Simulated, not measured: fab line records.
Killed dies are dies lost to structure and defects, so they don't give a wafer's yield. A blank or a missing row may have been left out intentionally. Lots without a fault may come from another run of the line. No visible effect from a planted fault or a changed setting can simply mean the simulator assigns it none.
Chamber matching | flow gf180mcu | cmp-01 running GF_V1_CMP_04: 4 sister chambers
The step polishes SiO2. 16 wafers are shown with their chamber, then 8 later ones without.

EACH WAFER AND ITS CHAMBER
wafer  | chamber | motor current A (A) | time to endpoint s (s)
L677.3 | 2       | 10.8                | 81
L677.4 | 0       | 11.2                | 98
L677.5 | 2       | 10.6                | 88
L683.1 | 1       | 11.8                | 80
L683.5 | 3       | 12.6                | 84
L683.6 | 2       | 10.1                | 89
L688.1 | 2       | 11.4                | 84
L688.2 | 0       | 11.6                | 84
L688.3 | 3       | 12.5                | 78
L691.2 | 0       | 11.0                | 84
L691.4 | 2       | 10.8                | 81
L691.5 | 3       | 13.5                | 83
L694.1 | 3       | 13.3                | 81
L694.4 | 0       | 11.3                | 86
L694.5 | 2       | 11.6                | 85
L695.1 | 3       | 12.8                | 80

SIGNATURES (means of the wafers above)
reading            | chamber 0 | chamber 1 | chamber 2 | chamber 3 | scatter within a chamber
motor current A    | 11.275    | 11.800    | 10.883    | 12.940    | 0.452
time to endpoint s | 88.00     | 80.00     | 84.67     | 81.20     | 4.24
Rule: a wafer lies at a distance from a chamber equal to the root of the sum of squares, over the readings, of (its reading less the chamber's mean, divided by the reading's scatter). The wafer belongs to the nearest chamber; if the next one is less than 2 further off, it can't be placed. How the scatter is found: for the shown wafers, subtract from each reading the mean of its chamber, square and add these, divide the total by (wafers less chambers), then take the root.

WAFERS MISSING THEIR CHAMBER
wafer  | motor current A (A) | time to endpoint s (s)
L695.4 | 11.6                | 82
L695.6 | 10.7                | 82
L696.2 | 11.4                | 77
L696.4 | 11.4                | 83
L696.5 | 11.9                | 80
L697.2 | 13.6                | 83
L697.4 | 11.3                | 85
L697.5 | 11.0                | 89

EACH ONE'S CHAMBER
wafer  | from the rows above          | in truth
L695.4 | can't be placed: 1 or 0 or 2 | 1
L695.6 | can't be placed: 2 or 0 or 1 | 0
L696.2 | can't be placed: 1 or 2 or 0 | 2
L696.4 | can't be placed: 1 or 2 or 0 | 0
L696.5 | 1                            | 1
L697.2 | 3                            | 3
L697.4 | can't be placed: 0 or 2 or 1 | 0
L697.5 | can't be placed: 0 or 2      | 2
2 of 8 placed correctly. Can't be placed from these rows: 6 (the true chamber is among the candidates in 6). Placed wrongly: 0.
